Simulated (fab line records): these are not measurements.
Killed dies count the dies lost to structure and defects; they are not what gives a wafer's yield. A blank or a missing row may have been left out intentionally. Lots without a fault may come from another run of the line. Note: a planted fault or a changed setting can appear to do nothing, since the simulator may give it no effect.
What tool caused it? || flow gf180mcu || 14 lots with 42 wafers sampled at 4 steps, on a route of 602 steps

== WHAT EACH GAUGE READ, for each wafer ==
Not one reading of a measure or inspect step in the record can be checked against a usual standard deviation.

== WHICH TOOL RAN EACH LOT (tool, then ch and the chambers of the sampled wafers, then the start) ==
{"lot": "L225", "GF_SALICIDE_RTA_08": "rtp-anneal-01 ch 0, day 15 13:07", "GF_M2_SPUTTER_00": "pvd-sputter-04, day 18 14:53", "GF_M2_SPUTTER_03": "pvd-sputter-04, day 18 15:03", "GF_M2_EXPOSE_11": "krf-scanner-02 ch 0, day 19 04:39"}
{"lot": "L227", "GF_SALICIDE_RTA_08": "rtp-anneal-01 ch 0, day 16 02:13", "GF_M2_SPUTTER_00": "pvd-sputter-02, day 19 05:11", "GF_M2_SPUTTER_03": "pvd-sputter-02, day 19 05:20", "GF_M2_EXPOSE_11": "krf-scanner-01, day 19 18:28"}
{"lot": "L228", "GF_SALICIDE_RTA_08": "rtp-anneal-02 ch 0, day 16 15:51", "GF_M2_SPUTTER_00": "pvd-sputter-04, day 19 19:53", "GF_M2_SPUTTER_03": "pvd-sputter-04, day 19 20:02", "GF_M2_EXPOSE_11": "krf-scanner-02, day 20 08:27"}
{"lot": "L230", "GF_SALICIDE_RTA_08": "rtp-anneal-02 ch 0, day 17 01:13", "GF_M2_SPUTTER_00": "pvd-sputter-02, day 20 05:46", "GF_M2_SPUTTER_03": "pvd-sputter-02, day 20 05:55", "GF_M2_EXPOSE_11": "krf-scanner-02 ch 0, day 20 17:54"}
{"lot": "L236", "GF_SALICIDE_RTA_08": "rtp-anneal-02 ch 0, day 19 05:28", "GF_M2_SPUTTER_00": "pvd-sputter-04, day 22 11:39", "GF_M2_SPUTTER_03": "pvd-sputter-04, day 22 11:49", "GF_M2_EXPOSE_11": "krf-scanner-02 ch 0, day 22 23:53"}
{"lot": "L237", "GF_SALICIDE_RTA_08": "rtp-anneal-02 ch 0, day 19 12:23", "GF_M2_SPUTTER_00": "pvd-sputter-01, day 22 17:42", "GF_M2_SPUTTER_03": "pvd-sputter-01, day 22 17:52", "GF_M2_EXPOSE_11": "krf-scanner-01 ch 0, day 23 05:19"}
{"lot": "L239", "GF_SALICIDE_RTA_08": "rtp-anneal-01 ch 0, day 20 06:07", "GF_M2_SPUTTER_00": "pvd-sputter-01, day 23 10:01", "GF_M2_SPUTTER_03": "pvd-sputter-01, day 23 10:10", "GF_M2_EXPOSE_11": "krf-scanner-02 ch 0, day 23 21:25"}
{"lot": "L241", "GF_SALICIDE_RTA_08": "rtp-anneal-01 ch 0, day 20 23:35", "GF_M2_SPUTTER_00": "pvd-sputter-01, day 24 01:51", "GF_M2_SPUTTER_03": "pvd-sputter-01, day 24 02:01", "GF_M2_EXPOSE_11": "krf-scanner-01 ch 0, day 24 13:21"}
{"lot": "L242", "GF_SALICIDE_RTA_08": "rtp-anneal-02 ch 0, day 21 13:19", "GF_M2_SPUTTER_00": "pvd-sputter-04, day 24 14:36", "GF_M2_SPUTTER_03": "pvd-sputter-04, day 24 14:46", "GF_M2_EXPOSE_11": "krf-scanner-02 ch 0, day 25 01:55"}
{"lot": "L244", "GF_SALICIDE_RTA_08": "rtp-anneal-01 ch 0, day 22 00:08", "GF_M2_SPUTTER_00": "pvd-sputter-04, day 25 01:48", "GF_M2_SPUTTER_03": "pvd-sputter-04, day 25 01:58", "GF_M2_EXPOSE_11": "krf-scanner-01 ch 0, day 25 12:22"}
{"lot": "L245", "GF_SALICIDE_RTA_08": "rtp-anneal-02 ch 0, day 22 05:56", "GF_M2_SPUTTER_00": "pvd-sputter-04, day 25 06:03", "GF_M2_SPUTTER_03": "pvd-sputter-04, day 25 06:13", "GF_M2_EXPOSE_11": "krf-scanner-01 ch 0, day 25 16:59"}
{"lot": "L246", "GF_SALICIDE_RTA_08": "rtp-anneal-02 ch 0, day 22 23:19", "GF_M2_SPUTTER_00": "pvd-sputter-01, day 25 21:18", "GF_M2_SPUTTER_03": "pvd-sputter-01, day 25 21:28", "GF_M2_EXPOSE_11": "krf-scanner-02 ch 0, day 26 07:40"}
{"lot": "L247", "GF_SALICIDE_RTA_08": "rtp-anneal-02 ch 0, day 23 00:42", "GF_M2_SPUTTER_00": "pvd-sputter-04, day 25 22:54", "GF_M2_SPUTTER_03": "pvd-sputter-04, day 25 23:04", "GF_M2_EXPOSE_11": "krf-scanner-02 ch 0, day 26 09:36"}
{"lot": "L248", "GF_SALICIDE_RTA_08": "rtp-anneal-01 ch 0, day 23 06:29", "GF_M2_SPUTTER_00": "pvd-sputter-04, day 26 05:10", "GF_M2_SPUTTER_03": "pvd-sputter-04, day 26 05:19", "GF_M2_EXPOSE_11": "krf-scanner-01 ch 0, day 26 16:02"}
- GF_SALICIDE_RTA_08: time 30 s.
- GF_M2_SPUTTER_00: material Ti, target thk 37.5 nm, time 150 s.
- GF_M2_SPUTTER_03: material Ti, target thk 10 nm, time 6.7 s.
- GF_M2_EXPOSE_11: exposes mask Metal2, target cd 280 nm.

== AS READ BY THE TOOLS THEMSELVES (means over the sampled wafers that have a number; for cases with no such wafer, the mark the record gives instead) ==
GF_SALICIDE_RTA_08. Usual: lamp-power-pct 18.7 %, standard deviation 2.1; wafer_temp_C_max 803.5, standard deviation 0.73.
{"lot": "L225", "tool": "rtp-anneal-01", "lamp-power-pct (%)": 22.4, "wafer_temp_C_max": 802.4, "flag": ""}
{"lot": "L227", "tool": "rtp-anneal-01", "lamp-power-pct (%)": 22.4, "wafer_temp_C_max": 803.3, "flag": ""}
{"lot": "L228", "tool": "rtp-anneal-02", "lamp-power-pct (%)": 17.5, "wafer_temp_C_max": 803.8, "flag": ""}
{"lot": "L230", "tool": "rtp-anneal-02", "lamp-power-pct (%)": 17.5, "wafer_temp_C_max": 804.2, "flag": ""}
{"lot": "L236", "tool": "rtp-anneal-02", "lamp-power-pct (%)": 17.5, "wafer_temp_C_max": 803.0, "flag": ""}
{"lot": "L237", "tool": "rtp-anneal-02", "lamp-power-pct (%)": 17.5, "wafer_temp_C_max": 804.3, "flag": ""}
{"lot": "L239", "tool": "rtp-anneal-01", "lamp-power-pct (%)": 22.4, "wafer_temp_C_max": 802.8, "flag": ""}
{"lot": "L241", "tool": "rtp-anneal-01", "lamp-power-pct (%)": 22.4, "wafer_temp_C_max": 802.7, "flag": ""}
{"lot": "L242", "tool": "rtp-anneal-02", "lamp-power-pct (%)": 17.5, "wafer_temp_C_max": 803.8, "flag": ""}
{"lot": "L244", "tool": "rtp-anneal-01", "lamp-power-pct (%)": 22.4, "wafer_temp_C_max": 803.1, "flag": ""}
{"lot": "L245", "tool": "rtp-anneal-02", "lamp-power-pct (%)": 17.6, "wafer_temp_C_max": 804.1, "flag": ""}
{"lot": "L246", "tool": "rtp-anneal-02", "lamp-power-pct (%)": 17.5, "wafer_temp_C_max": 803.5, "flag": ""}
{"lot": "L247", "tool": "rtp-anneal-02", "lamp-power-pct (%)": 17.5, "wafer_temp_C_max": 803.2, "flag": ""}
{"lot": "L248", "tool": "rtp-anneal-01", "lamp-power-pct (%)": 22.4, "wafer_temp_C_max": 803.0, "flag": ""}

GF_M2_SPUTTER_00. Usual: throttle-valve-pct reads 30.7 % (standard deviation 1.1).
{"lot": "L225", "tool": "pvd-sputter-04", "throttle-valve-pct (%)": 30.3, "flag": ""}
{"lot": "L227", "tool": "pvd-sputter-02", "throttle-valve-pct (%)": 29.5, "flag": ""}
{"lot": "L228", "tool": "pvd-sputter-04", "throttle-valve-pct (%)": 31.3, "flag": ""}
{"lot": "L230", "tool": "pvd-sputter-02", "throttle-valve-pct (%)": 29.4, "flag": ""}
{"lot": "L236", "tool": "pvd-sputter-04", "throttle-valve-pct (%)": 31.0, "flag": ""}
{"lot": "L237", "tool": "pvd-sputter-01", "throttle-valve-pct (%)": 31.2, "flag": ""}
{"lot": "L239", "tool": "pvd-sputter-01", "throttle-valve-pct (%)": 31.5, "flag": ""}
{"lot": "L241", "tool": "pvd-sputter-01", "throttle-valve-pct (%)": 31.5, "flag": ""}
{"lot": "L242", "tool": "pvd-sputter-04", "throttle-valve-pct (%)": 30.8, "flag": ""}
{"lot": "L244", "tool": "pvd-sputter-04", "throttle-valve-pct (%)": 30.6, "flag": ""}
{"lot": "L245", "tool": "pvd-sputter-04", "throttle-valve-pct (%)": 30.8, "flag": ""}
{"lot": "L246", "tool": "pvd-sputter-01", "throttle-valve-pct (%)": 31.2, "flag": ""}
{"lot": "L247", "tool": "pvd-sputter-04", "throttle-valve-pct (%)": 30.6, "flag": ""}
{"lot": "L248", "tool": "pvd-sputter-04", "throttle-valve-pct (%)": 30.6, "flag": ""}

GF_M2_SPUTTER_03. Usual: throttle-valve-pct reads 30.7 % (standard deviation 1.1).
{"lot": "L225", "tool": "pvd-sputter-04", "throttle-valve-pct (%)": 30.2, "flag": ""}
{"lot": "L227", "tool": "pvd-sputter-02", "throttle-valve-pct (%)": 29.5, "flag": ""}
{"lot": "L228", "tool": "pvd-sputter-04", "throttle-valve-pct (%)": 31.1, "flag": ""}
{"lot": "L230", "tool": "pvd-sputter-02", "throttle-valve-pct (%)": 29.4, "flag": ""}
{"lot": "L236", "tool": "pvd-sputter-04", "throttle-valve-pct (%)": 30.7, "flag": ""}
{"lot": "L237", "tool": "pvd-sputter-01", "throttle-valve-pct (%)": 31.1, "flag": ""}
{"lot": "L239", "tool": "pvd-sputter-01", "throttle-valve-pct (%)": 31.7, "flag": ""}
{"lot": "L241", "tool": "pvd-sputter-01", "throttle-valve-pct (%)": 31.7, "flag": ""}
{"lot": "L242", "tool": "pvd-sputter-04", "throttle-valve-pct (%)": 30.8, "flag": ""}
{"lot": "L244", "tool": "pvd-sputter-04", "throttle-valve-pct (%)": 30.8, "flag": ""}
{"lot": "L245", "tool": "pvd-sputter-04", "throttle-valve-pct (%)": 30.8, "flag": ""}
{"lot": "L246", "tool": "pvd-sputter-01", "throttle-valve-pct (%)": 31.3, "flag": ""}
{"lot": "L247", "tool": "pvd-sputter-04", "throttle-valve-pct (%)": 30.6, "flag": ""}
{"lot": "L248", "tool": "pvd-sputter-04", "throttle-valve-pct (%)": 30.4, "flag": ""}

GF_M2_EXPOSE_11. Usual: exposure-dose-mJ-cm2 27.966, standard deviation 0.025; focus-offset-nm -0.1 nm, standard deviation 0.49; stage-vel-mm-s 499.95 mm/s, standard deviation 0.25.
{"lot": "L225", "tool": "krf-scanner-02", "exposure-dose-mJ-cm2": 27.930, "focus-offset-nm (nm)": -0.7, "stage-vel-mm-s (mm/s)": 499.78, "flag": ""}
{"lot": "L227", "tool": "krf-scanner-01", "exposure-dose-mJ-cm2": "-", "focus-offset-nm (nm)": "-", "stage-vel-mm-s (mm/s)": "-", "flag": "OFF"}
{"lot": "L228", "tool": "krf-scanner-02", "exposure-dose-mJ-cm2": "-", "focus-offset-nm (nm)": "-", "stage-vel-mm-s (mm/s)": "-", "flag": "OFF"}
{"lot": "L230", "tool": "krf-scanner-02", "exposure-dose-mJ-cm2": 27.996, "focus-offset-nm (nm)": 0.2, "stage-vel-mm-s (mm/s)": 500.02, "flag": ""}
{"lot": "L236", "tool": "krf-scanner-02", "exposure-dose-mJ-cm2": 27.991, "focus-offset-nm (nm)": -0.3, "stage-vel-mm-s (mm/s)": 499.92, "flag": ""}
{"lot": "L237", "tool": "krf-scanner-01", "exposure-dose-mJ-cm2": 27.963, "focus-offset-nm (nm)": 0.0, "stage-vel-mm-s (mm/s)": 500.10, "flag": ""}
{"lot": "L239", "tool": "krf-scanner-02", "exposure-dose-mJ-cm2": 27.965, "focus-offset-nm (nm)": 0.2, "stage-vel-mm-s (mm/s)": 500.04, "flag": ""}
{"lot": "L241", "tool": "krf-scanner-01", "exposure-dose-mJ-cm2": 27.979, "focus-offset-nm (nm)": 0.1, "stage-vel-mm-s (mm/s)": 500.03, "flag": ""}
{"lot": "L242", "tool": "krf-scanner-02", "exposure-dose-mJ-cm2": 27.984, "focus-offset-nm (nm)": -0.4, "stage-vel-mm-s (mm/s)": 500.08, "flag": ""}
{"lot": "L244", "tool": "krf-scanner-01", "exposure-dose-mJ-cm2": 27.948, "focus-offset-nm (nm)": -0.2, "stage-vel-mm-s (mm/s)": 500.16, "flag": ""}
{"lot": "L245", "tool": "krf-scanner-01", "exposure-dose-mJ-cm2": 27.973, "focus-offset-nm (nm)": 0.2, "stage-vel-mm-s (mm/s)": 499.88, "flag": ""}
{"lot": "L246", "tool": "krf-scanner-02", "exposure-dose-mJ-cm2": 27.952, "focus-offset-nm (nm)": 0.3, "stage-vel-mm-s (mm/s)": 499.59, "flag": ""}
{"lot": "L247", "tool": "krf-scanner-02", "exposure-dose-mJ-cm2": 27.957, "focus-offset-nm (nm)": -0.2, "stage-vel-mm-s (mm/s)": 499.96, "flag": ""}
{"lot": "L248", "tool": "krf-scanner-01", "exposure-dose-mJ-cm2": 27.936, "focus-offset-nm (nm)": -0.1, "stage-vel-mm-s (mm/s)": 499.72, "flag": ""}

== THE ANSWER, worked out from the rows above alone ==
Rule: lot off if the mean of its wafers having a number is beyond 3 standard deviations from the usual mean. A lot without any number at a reading at which 4 lots or more have one is off too. Any other lot the step has rows for is counted as sound. First the gauges in route order, then the tools' own readings, where a lot's mean is used as printed above. At the first step where some lot is off, the reading lying furthest off is the one used; lots without a number count as furthest.
Off at GF_M2_EXPOSE_11 (exposure-dose-mJ-cm2): L227, L228. Without a number there: L227, L228.
If a tool, at that step or one of the process steps before it, ran each lot that is off and ran no sound lot following the first of them, it fits. Not one of the candidates tried fits.

== WHAT THE SIMULATOR HAD INSERTED ==
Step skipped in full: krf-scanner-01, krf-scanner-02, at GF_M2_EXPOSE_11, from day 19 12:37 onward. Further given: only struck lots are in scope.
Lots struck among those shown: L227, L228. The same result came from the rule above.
